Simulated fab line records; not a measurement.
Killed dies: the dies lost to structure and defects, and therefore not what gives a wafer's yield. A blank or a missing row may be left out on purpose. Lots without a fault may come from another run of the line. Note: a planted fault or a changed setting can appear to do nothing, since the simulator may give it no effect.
fab line records | flow sfq-line
[record] lots = 14 | wafers = 42 | last-day = 86
route steps=325 shown I1@73
lots that met no fault: taken from a fault-free run of the same line
start-h: start of the lot's first displayed wafer, in hours after the record's first day | wait-h: hours elapsed since this lot's preceding step | " the same as in the row above | L1.1+2: one row covering several wafers at once | - no value present, or no start provided | * or withheld: withheld | < > ~ a bound
route shown NAME@n: a module of which the file shows steps, and the number in the route of the first | usual: average and standard deviation across the fault-free wafers | same: alike in all rows | chamber/n: place in a boat | sites: the reading at each site | _std_site: the values' standard deviation | _edge_site: inner sites' mean taken away from outer sites' mean | radius-mm: how far each site lies from the wafer's centre | mask NAME#n: copy n | behind: tool/chamber where the wafer was last shaped | hold: why the lot was held/for how many hours/how that ended | device: whichever transistor did not switch (one of n, p or np) | end of line: the tests these same wafers got at the end of their route | a step without rows: its recipe alone | killed: at the first sort, the dies lost to defects and structure; wafer yield is something else | map: dies across one wafer; x = killed, . = not, _ = none there
set.NAME: the run value of the setting; set.NAME@STEP: its run value at that earlier step | model.NAME: the simulator's own value behind a step, which no gauge read
route steps across a sampled set of lots; one table per step, one row per wafer
services: when a tool's chamber went out of use (start-h, in hours from the record's first day, below 0 if earlier), for how many hours, and the reason
[[steps]]
[step SFQ_TRILAYER_I1_DEP_PECVD_045]
[recipe] material = SiO2 | temp-c = 150 | time-s = 111.11 | pressure-torr = 2.4 | rf-w = 183.3 | precursor = SiH4/N2O | target-thk-nm = 500
[usual] heater-power-w = 81/12 | run-length-s = 138.9/0.6 | throttle-valve-pct = 23.9/1.3
lot.wafer | tool     | chamber | start-h | wait-h | heater-power-w | run-length-s | throttle-valve-pct
L727.2    | pecvd-03 | 2       | 237.23  | 0.0    | 90             | 139.2        | 24.8
L727.4    | "        | 1       | "       | "      | 81             | 139.4        | 24.7
L727.5    | "        | 2       | "       | "      | 93             | 139.6        | 24.6
L729.3    | pecvd-01 | 1       | 361.31  | 0.0    | 80             | 139.0        | 23.2
L729.5    | "        | 2       | "       | "      | 90             | 138.8        | 23.6
L729.6    | "        | 0       | "       | "      | 85             | 137.8        | 20.7
L731.2    | pecvd-04 | 1       | 510.53  | 0.0    | 84             | 138.8        | 25.5
L731.3    | "        | 2       | "       | "      | 86             | 139.4        | 24.3
L731.4    | "        | 2       | "       | "      | 87             | 139.7        | 24.3
L732.4    | pecvd-01 | 2       | 526.47  | 0.0    | 103            | 138.8        | 24.4
L732.5    | "        | 0       | "       | "      | 85             | 138.3        | 21.4
L732.6    | "        | 1       | "       | "      | 86             | 139.4        | 23.1
L733.1    | pecvd-01 | 0       | 541.86  | 0.0    | 88             | 137.8        | 21.4
L733.2    | "        | 1       | "       | "      | 86             | 139.4        | 23.0
L733.6    | "        | 2       | "       | "      | 100            | 138.7        | 24.1
L735.1    | pecvd-04 | 0       | 579.84  | 0.0    | 60             | 139.1        | 23.3
L735.3    | "        | 2       | "       | "      | 79             | 140.1        | 22.9
L735.4    | "        | 2       | "       | "      | 82             | 139.0        | 23.2
L736.1    | pecvd-01 | 2       | 595.86  | 0.0    | 101            | 138.6        | 24.1
L736.2    | "        | 0       | "       | "      | 82             | 137.8        | 21.6
L736.3    | "        | 1       | "       | "      | 85             | 139.8        | 23.4
L737.1    | pecvd-01 | 0       | 607.86  | 0.0    | 87             | 138.2        | 21.6
L737.5    | "        | 2       | "       | "      | 96             | 158.7        | 24.5
L737.6    | "        | 1       | "       | "      | 86             | 139.2        | 23.6
L739.1    | pecvd-01 | 2       | 641.91  | 0.0    | 99             | 158.4        | 24.2
L739.4    | "        | 2       | "       | "      | 98             | 158.6        | 24.3
L739.6    | "        | 1       | "       | "      | 84             | 139.1        | 23.2
L744.1    | pecvd-04 | 1       | 664.71  | 0.0    | 85             | 138.9        | 23.7
L744.3    | "        | 2       | "       | "      | 82             | 140.1        | 23.2
L744.4    | "        | 1       | "       | "      | 86             | 138.9        | 23.8
L745.2    | pecvd-03 | 0       | 665.91  | 0.0    | 86             | 138.3        | 24.3
L745.3    | "        | 2       | "       | "      | 89             | 139.2        | 26.4
L745.4    | "        | 2       | "       | "      | 92             | 139.0        | 26.4
L747.1    | pecvd-03 | 1       | 673.11  | 0.0    | 69             | 139.0        | 25.9
L747.3    | "        | 0       | "       | "      | 78             | 137.6        | 24.3
L747.4    | "        | 2       | "       | "      | 91             | 139.5        | 26.6
L749.3    | pecvd-04 | 2       | 679.14  | 0.0    | 81             | 139.2        | 23.3
L749.5    | "        | 0       | "       | "      | 58             | 139.3        | 23.9
L749.6    | "        | 2       | "       | "      | 67             | 139.5        | 23.3
L750.4    | pecvd-03 | 2       | 681.56  | 0.0    | 80             | 139.6        | 26.6
L750.5    | "        | 0       | "       | "      | 94             | 137.7        | 24.5
L750.6    | "        | 1       | "       | "      | 75             | 138.8        | 25.6
[step SFQ_TRILAYER_I1_CMP_CMP_046]
[recipe] material = SiO2 | down-force-psi = 3 | platen-rpm = 60 | pad-velocity-m-s = 0.94248
[usual] motor-current-A = 10.4/1.2 | time-to-endpoint-s = 212/6.9
lot.wafer | tool   | chamber | start-h | wait-h | motor-current-A | time-to-endpoint-s
L727.4    | cmp-01 | 0       | 243.15  | 5.8    | 10.9            | 220
L727.2    | "      | 3       | 244.65  | 7.4    | 10.2            | 219
L727.5    | "      | 1       | 245.65  | 8.3    | 10.0            | 228
L729.3    | cmp-02 | 0       | 366.29  | 4.9    | 9.6             | 217
L729.5    | "      | 1       | "       | "      | 10.8            | 222
L729.6    | "      | 2       | "       | "      | 10.9            | 227
L731.4    | cmp-02 | 1       | 510.61  | 0.0    | 11.3            | 219
L731.3    | "      | 2       | "       | "      | 10.0            | 213
L731.2    | "      | 3       | "       | "      | 12.0            | 216
L732.4    | cmp-01 | 2       | 528.01  | 1.5    | 8.0             | 209
L732.5    | "      | 3       | "       | "      | 10.6            | 201
L732.6    | "      | 0       | "       | "      | 10.9            | 211
L733.2    | cmp-02 | 1       | 542.44  | 0.5    | 11.6            | 210
L733.1    | "      | 3       | 543.44  | 1.5    | 12.8            | 209
L733.6    | "      | 0       | "       | "      | 9.3             | 213
L735.3    | cmp-01 | 1       | 579.92  | 0.0    | 9.8             | 216
L735.4    | "      | 2       | "       | "      | 8.0             | 216
L735.1    | "      | 0       | 581.42  | 1.5    | 10.8            | 214
L736.1    | cmp-02 | 3       | 602.94  | 7.0    | 11.9            | 202
L736.2    | "      | 0       | "       | "      | 9.9             | 196
L736.3    | "      | 2       | 604.44  | 8.5    | 10.7            | 206
L737.1    | cmp-01 | 3       | 613.20  | 5.3    | 11.2            | 207
L737.5    | "      | 0       | "       | "      | 10.5            | 280
L737.6    | "      | 1       | "       | "      | 10.0            | 208
L739.4    | cmp-01 | 3       | 642.48  | 0.5    | 9.9             | 271
L739.1    | "      | 0       | "       | "      | 10.7            | 275
L739.6    | "      | 2       | 643.98  | 2.0    | 7.8             | 216
L744.1    | cmp-01 | 0       | 664.78  | 0.0    | 10.5            | 222
L744.4    | "      | 1       | "       | "      | 9.5             | 220
L744.3    | "      | 3       | 666.28  | 1.5    | 10.1            | 215
L745.3    | cmp-02 | 3       | 666.58  | 0.6    | 12.1            | 205
L745.4    | "      | 1       | 667.58  | 1.6    | 11.2            | 207
L745.2    | "      | 2       | "       | "      | 9.8             | 204
L747.3    | cmp-02 | 0       | 673.18  | 0.0    | 10.1            | 205
L747.1    | "      | 1       | "       | "      | 11.3            | 206
L747.4    | "      | 3       | 674.68  | 1.5    | 12.3            | 213
L749.3    | cmp-02 | 2       | 679.22  | 0.0    | 11.2            | 211
L749.5    | "      | 2       | 681.22  | 2.0    | 10.2            | 210
L749.6    | "      | 3       | "       | "      | 12.3            | 212
L750.4    | cmp-02 | 0       | 683.22  | 1.6    | 10.4            | 218
L750.6    | "      | 2       | 684.22  | 2.6    | 10.3            | 226
L750.5    | "      | 3       | "       | "      | 12.1            | 220
[[services]]
tool     | chamber | start-h | hours | kind
cmp-01   | -       | 224.15  | 0.5   | repair
cmp-02   | -       | 236.23  | 4.0   | pm
cmp-02   | -       | 252.34  | 1.5   | repair
pecvd-04 | 0       | 262.44  | 19.9  | repair
cmp-02   | -       | 275.39  | 4.9   | pm
cmp-01   | -       | 283.61  | 0.5   | repair
pecvd-01 | -       | 291.15  | 3.3   | repair
pecvd-03 | 0       | 291.34  | 23.2  | repair
pecvd-04 | -       | 335.81  | 0.8   | pm
pecvd-01 | -       | 404.05  | 2.8   | pm
cmp-01   | -       | 409.24  | 4.0   | pm
cmp-01   | -       | 466.80  | 2.9   | repair
cmp-01   | -       | 472.71  | 3.1   | pm
pecvd-01 | -       | 478.29  | 0.6   | repair
cmp-01   | -       | 513.13  | 3.8   | repair
cmp-02   | -       | 519.69  | 1.1   | repair
cmp-01   | -       | 558.27  | 8.5   | repair
cmp-02   | -       | 577.94  | 4.0   | pm
cmp-01   | -       | 582.92  | 14.5  | pm
cmp-01   | -       | 597.45  | 5.2   | pm
cmp-02   | -       | 599.41  | 0.5   | repair
cmp-02   | -       | 616.87  | 0.9   | repair
cmp-02   | -       | 618.20  | 11.6  | repair
cmp-02   | -       | 644.04  | 5.5   | pm
[[key]]
[first-sign] step = SFQ_TRILAYER_I1_DEP_PECVD_045 | reading = run-length-s | direction = up | sigmas = 33 | usual = * | struck = *
[effect] step = SFQ_TRILAYER_I1_CMP_CMP_046 | reading = time-to-endpoint-s | direction = up | sigmas = 9.2 | usual = * | struck = *
met-at SFQ_TRILAYER_I1_DEP_PECVD_045
struck-lots L737,L739
struck-wafers L737.5,L739.1,L739.4
onset-between 595.86 607.86
[fault] kind = process-parameter-drift | tool = pecvd-01 | chamber = 2 | onset-h = 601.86 | steps = SFQ_TRILAYER_I1_DEP_PECVD_045 | channel = time-s | offset = * | shape = step | end-h = 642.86 | acts-in = * | stated = *
